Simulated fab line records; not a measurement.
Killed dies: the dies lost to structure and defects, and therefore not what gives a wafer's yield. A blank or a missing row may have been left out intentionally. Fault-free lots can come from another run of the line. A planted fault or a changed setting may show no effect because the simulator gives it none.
What tool caused it? -- flow gf180mcu -- 13 lots, 39 wafers sampled, at 3 steps of a route of 602

WHAT THE GAUGES READ, wafer by wafer
GF_PSD_OVL_MEAS_08.
lot,measured,on,PSD_OVL (nm)
L646,day 14 06:17,overlay-02,2.8 1.6 1.4
L647,day 14 16:22,overlay-01,1.7 0.5 1.6
L650,day 15 17:25,overlay-02,3.5 1.7 2.5
L656,day 17 22:58,overlay-01,185.1 185.7 185.5
L657,day 18 04:41,overlay-01,183.7 183.9 184.0
L658,day 18 13:43,overlay-01,-1.0 -0.5 -1.4
L659,day 18 22:13,overlay-01,-0.7 -0.9 -0.1
L661,day 19 18:29,overlay-02,-1.4 -1.4 -1.0
L662,day 20 04:02,overlay-02,1.8 3.2 1.9
L663,day 20 06:13,overlay-01,2.1 0.9 1.8
L665,day 21 05:04,overlay-01,-0.8 1.0 0.1
L666,day 21 11:40,overlay-02,-0.4 0.4 -1.5
L669,day 22 07:10,overlay-02,-0.8 -2.7 -1.1

WHAT TOOL EACH LOT RAN ON (gives the tool, then ch and the chambers of the sampled wafers, and finally the start)
lot,GF_POLY_GATE_ETCH_12,GF_PSD_EXPOSE_04
L646,"rie-diel-03 ch 0,2,3, day 9 07:21","iline-stepper-01 ch 0, day 13 19:37"
L647,"rie-diel-03 ch 0,3, day 9 15:10","iline-stepper-01 ch 0, day 14 06:02"
L650,"rie-diel-02 ch 0,1,2, day 10 09:25","iline-stepper-02 ch 0, day 15 06:09"
L656,"rie-diel-03 ch 0,3, day 12 06:07","iline-stepper-01 ch 0, day 17 11:14"
L657,"rie-diel-03 ch 0,1,2, day 12 11:28","iline-stepper-01 ch 0, day 17 17:28"
L658,"rie-diel-04 ch 0,2,3, day 12 20:19","iline-stepper-02 ch 0, day 18 01:50"
L659,"rie-diel-02 ch 0,1,2, day 13 01:54","iline-stepper-02 ch 0, day 18 09:39"
L661,"rie-diel-02 ch 0,3, day 13 17:21","iline-stepper-02 ch 0, day 19 06:17"
L662,"rie-diel-02 ch 0,1,3, day 14 01:33","iline-stepper-02 ch 0, day 19 16:05"
L663,"rie-diel-02 ch 2,3, day 14 05:42","iline-stepper-02 ch 0, day 19 18:53"
L665,"rie-diel-02 ch 0,1, day 14 23:40","iline-stepper-02 ch 0, day 20 17:04"
L666,"rie-diel-02 ch 1,2,3, day 15 08:31","iline-stepper-02 ch 0, day 21 00:18"
L669,"rie-diel-03 ch 0,1,2, day 16 02:34","iline-stepper-02 ch 0, day 21 19:11"
- GF_POLY_GATE_ETCH_12: etches BARC in N2/H2.
- GF_PSD_EXPOSE_04: exposes mask Pplus, target cd 400 nm.

AS READ BY THE TOOLS THEMSELVES (means over the sampled wafers that have a number; for cases with no such wafer, the mark the record gives instead)
GF_POLY_GATE_ETCH_12.
lot,tool,drypump-motor-current-A (A),oes-product-au (a.u.),throttle-valve-pct (%)
L646,rie-diel-03,5.2,0.736,13.222
L647,rie-diel-03,5.4,0.736,13.213
L650,rie-diel-02,5.4,0.735,13.218
L656,rie-diel-03,5.4,0.732,13.211
L657,rie-diel-03,5.3,0.732,13.207
L658,rie-diel-04,5.9,0.737,13.216
L659,rie-diel-02,5.4,0.735,13.218
L661,rie-diel-02,5.3,0.736,13.215
L662,rie-diel-02,5.5,0.736,13.216
L663,rie-diel-02,5.2,0.738,13.214
L665,rie-diel-02,5.6,0.735,13.212
L666,rie-diel-02,5.4,0.736,13.214
L669,rie-diel-03,5.3,0.733,13.205

THE ANSWER, worked out from the rows above alone
Rule: usual is defined by the lots themselves. Put in order of their means at a reading, lots are off if they are a third of the lots or fewer, leave a main group of 4 or more, and stand apart from it by a gap of 3 or more times the standard deviation of the main group's means; of several such gaps the widest counts. A main group is skipped when, at the precision printed for the reading in the tables above, its means are all equal. Also off: a lot with no number at a reading for which 4 or more lots have one. The other lots that the step has rows for count as sound. After the gauges, taken in route order, come the tools' own readings; for these a lot's mean is taken, as printed above. The first step at which some lot is off is used, and at that step the reading that is off furthest; a lot without a number counts as furthest.
Off: L656, L657, seen at GF_PSD_OVL_MEAS_08 (PSD_OVL). The main group: mean 0.4 nm, standard deviation 1.4.
If a tool, at a process step before that reading, ran all the lots that are off and no sound lot after the first of them, it fits. Those tools and the gauges at GF_PSD_OVL_MEAS_08 are tried in the same way. One candidate fits, namely iline-stepper-01 at GF_PSD_EXPOSE_04. A fault onset in the window from L647 (day 14 06:02, its last sound lot) to L656 (day 17 11:14, its first lot off) fits.

WHAT THE SIMULATOR HAD INSERTED
Scanner matching overlay: iline-stepper-01, from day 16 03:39 on, at GF_PSD_EXPOSE_04. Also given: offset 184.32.
Shown lots that were struck: L656, L657. The rule above found the same.
